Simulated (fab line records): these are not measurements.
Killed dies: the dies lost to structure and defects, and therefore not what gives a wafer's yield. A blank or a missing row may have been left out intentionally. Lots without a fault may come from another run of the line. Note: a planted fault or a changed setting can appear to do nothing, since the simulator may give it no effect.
One fault through the eyes of 2 desks || flow sky130 || numbers are kept per desk, each desk with only its own; the story behind them comes last

== FOR THE TOOL OWNER'S DESK: cvd w-02 ==
The tool's own readings at SKY_VIA2_CVD_21 (deposits W, target thk 420 nm, time 126.4 s): means of the sampled wafers that have a number, for each lot that ran on this tool. The brackets show how far a lot's mean lies from the usual mean; more than 4 standard deviations puts the lot out of limits, marked OUT.
Columns: A = heater power w at SKY_VIA2_CVD_21, usual 816 W; B = susceptor temp C at SKY_VIA2_CVD_21, usual 400.02 C
{"lot": "L572", "first seen here": "day 37 19:16", "A": 734, "B": 399.81}
{"lot": "L574", "first seen here": "day 37 20:25", "A": 736, "B": 400.24}
{"lot": "L576", "first seen here": "day 38 23:26", "A": 728, "B": 400.15}
{"lot": "L578", "first seen here": "day 39 03:00", "A": 744, "B": "402.87 (+12) OUT"}
{"lot": "L588", "first seen here": "day 42 09:05", "A": 735, "B": 400.16}
{"lot": "L592", "first seen here": "day 44 00:11", "A": 738, "B": 400.07}
{"lot": "L591", "first seen here": "day 44 03:42", "A": 750, "B": 400.05}
Finding of this desk: L578 out of limits; the first was L578 at day 39 03:00, on susceptor temp C at SKY_VIA2_CVD_21. L572, L574, L576, L588, L592, L591: within limits.

== METROLOGY DESK ==
What the gauges read, lot by lot, whatever tool the lot ran on: means of the sampled wafers that have a number. The brackets show how far a lot's mean lies from the usual mean; more than 4 standard deviations puts the lot out of limits, marked OUT.
Columns: A = VIA2_HDPCVD_THK at SKY_VIA2_THK_MEAS_01, usual 1178 nm; B = VIA2_W_RS at SKY_VIA2_RS_MEAS_22, usual 0.2756 ohm/sq; C = VIA2_W_THK at SKY_VIA2_THK_MEAS_23, usual 431 nm
{"lot": "L569", "first seen here": "day 34 18:55", "A": 1157, "B": 0.2728, "C": 435}
{"lot": "L570", "first seen here": "day 35 04:53", "A": 1177, "B": 0.2766, "C": 431}
{"lot": "L572", "first seen here": "day 36 16:12", "A": 1148, "B": 0.2781, "C": 433}
{"lot": "L574", "first seen here": "day 36 17:28", "A": 1177, "B": 0.2707, "C": 431}
{"lot": "L575", "first seen here": "day 37 00:49", "A": 1184, "B": 0.2746, "C": 428}
{"lot": "L576", "first seen here": "day 37 20:17", "A": 1189, "B": 0.2767, "C": 430}
{"lot": "L578", "first seen here": "day 38 00:53", "A": 1180, "B": "0.2628 (-5.1) OUT", "C": "453 (+5.4) OUT"}
{"lot": "L588", "first seen here": "day 41 07:35", "A": 1173, "B": 0.2807, "C": 428}
{"lot": "L592", "first seen here": "day 43 00:17", "A": 1163, "B": 0.2788, "C": 429}
{"lot": "L591", "first seen here": "day 43 03:24", "A": 1184, "B": 0.2767, "C": 431}
This desk finds L578 out of limits, with the earliest case on L578 at day 39 03:08 (VIA2_W_RS at SKY_VIA2_RS_MEAS_22). L569, L570, L572, L574, L575, L576, L588, L592, L591: within limits.

== TAKEN TOGETHER ==
The tool owner's desk could have raised an alarm at day 39 03:00, on L578.
The metrology desk could have raised an alarm at day 39 03:08, on L578.
The lots listed all ran SKY_VIA2_CVD_21 on cvd w-02.

== WHAT THE SIMULATOR HAD INSERTED ==
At SKY_VIA2_CVD_21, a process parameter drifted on cvd w-02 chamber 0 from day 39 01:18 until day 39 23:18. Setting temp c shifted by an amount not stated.
Shown lots that were struck: L578.
Time in hours from fault onset to the first out-of-limits reading at each desk: tool owner's desk 2, metrology desk 2.
